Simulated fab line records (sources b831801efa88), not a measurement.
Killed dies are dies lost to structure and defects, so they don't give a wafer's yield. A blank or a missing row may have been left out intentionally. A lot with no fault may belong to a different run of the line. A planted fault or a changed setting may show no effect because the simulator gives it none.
Split-lot study -- flow gf180mcu -- 23 wafers read across 5 lots, on a route 602 steps long

== SPLIT DETAILS ==
At GF_MIM_SPUTTER_09 (material TiN, target thk 35 nm, time 29.2 s), the setting time_s was moved away from the recipe's 29.2 s on 6 of the 23 wafers read, by +11.2% to +13.7%. This setting was run at the recipe's value on the other wafers.

The split's own step is where the reading is taken.

== THE READING ==
TiN_of_MIM_SPUTTER_09.thk_nm (the simulator's own value, which no gauge read), in nm, at GF_MIM_SPUTTER_09 (material TiN, target thk 35 nm, time 29.2 s). There is no usual value for it anywhere in the file. Average 35.13 nm, standard deviation 0.29 nm, over the 17 wafers here run with the recipe.

wafer,"tool, chamber at the split","time_s as run, s",against the recipe,"TiN_of_MIM_SPUTTER_09.thk_nm, nm",against lot-mates on the recipe
L074.2,"pvd_sputter-02, -",29.2,recipe,35.51,-
L074.3,"pvd_sputter-02, -",29.2,recipe,35.25,-
L074.4,"pvd_sputter-02, -",29.2,recipe,34.91,-
L074.5,"pvd_sputter-02, -",29.2,recipe,35.61,-
L074.6,"pvd_sputter-02, -",29.2,recipe,35.58,-
L075.1,"pvd_sputter-01, -",29.2,recipe,34.65,-
L075.2,"pvd_sputter-01, -",29.2,recipe,34.74,-
L075.3,"pvd_sputter-01, -",29.2,recipe,35.46,-
L075.4,"pvd_sputter-01, -",29.2,recipe,35.18,-
L075.5,"pvd_sputter-01, -",29.2,recipe,34.79,-
L076.2,"pvd_sputter-02, -",29.2,recipe,35.3,-
L076.5,"pvd_sputter-02, -",29.2,recipe,35.19,-
L076.6,"pvd_sputter-02, -",29.2,recipe,34.97,-
L080.1,"pvd_sputter-02, -",33.2,+13.7%,39.76,+4.79
L080.2,"pvd_sputter-02, -",29.2,recipe,34.97,-
L080.3,"pvd_sputter-02, -",29.2,recipe,34.97,-
L080.4,"pvd_sputter-02, -",33.2,+13.7%,39.67,+4.70
L080.5,"pvd_sputter-02, -",33.2,+13.7%,39.94,+4.97
L085.1,"pvd_sputter-02, -",32.46,+11.2%,38.62,+3.56
L085.2,"pvd_sputter-02, -",29.2,recipe,35.22,-
L085.4,"pvd_sputter-02, -",29.2,recipe,34.9,-
L085.5,"pvd_sputter-02, -",32.46,+11.2%,39.29,+4.23
L085.6,"pvd_sputter-02, -",32.46,+11.2%,38.72,+3.66

FIT RESULTS
A straight line over all 23 wafers: TiN_of_MIM_SPUTTER_09.thk_nm changes by +0.338 nm for each +1% of time_s; r = +0.99; the points scatter about the line by 0.29 nm.
The same after taking each lot's own level away (the mean of its wafers on the recipe; 23 wafers): +0.348 nm for each +1%; r = +0.99; scatter 0.24 nm.
That fit puts the effect of the largest move of time_s on the reading at 4.8 nm.
The lots' own levels span 34.964 to 35.372 nm, that is 1.4 times the standard deviation above.
The two slopes are in agreement: the lot-to-lot level therefore moves the slope only a little.
Check: for one of the wafers moved furthest among these (+13.7%), held out of the fit, the line's prediction against its lot-mates is +4.76 nm. It came out at +4.79 nm against them.

== FURTHER SPLITS ON THESE WAFERS ==
These wafers also went through other splits before the reading. Each is held against what the fit with the lots' levels taken away leaves over:
other split on the same wafers,wafers away from the commonest value,r with TiN_of_MIM_SPUTTER_09.thk_nm (lot level and that fit taken away)
GF_V2_CVD_23 temp_c,7,-0.30
GF_M3_SPUTTER_04 chamber_pressure_pa,10,+0.08
GF_M3_COAT_09 resist_thk_nm,10,+0.30
GF_M3_STRIP_17 platen_temp_c,10,+0.20
GF_V3_CMP_04 leave_above_ref_nm,11,+0.24
GF_V3_ETCH_17 source_w,5,+0.14
GF_M4_SPUTTER_04 time_s,8,-0.22
GF_M4_DEVELOP_13 develop_time_s,5,+0.19
GF_M4_METAL_ETCH_16 time_s,10,-0.06
GF_V4_CMP_04 leave_above_ref_nm,7,-0.25
GF_V4_DEVELOP_13 develop_time_s,5,+0.26
GF_MIM_SPUTTER_00 time_s,7,+0.02

== FILE'S OWN FIT ==
TiN_of_MIM_SPUTTER_09.thk_nm changes by +0.348 nm for each +1% of time_s, r = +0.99.
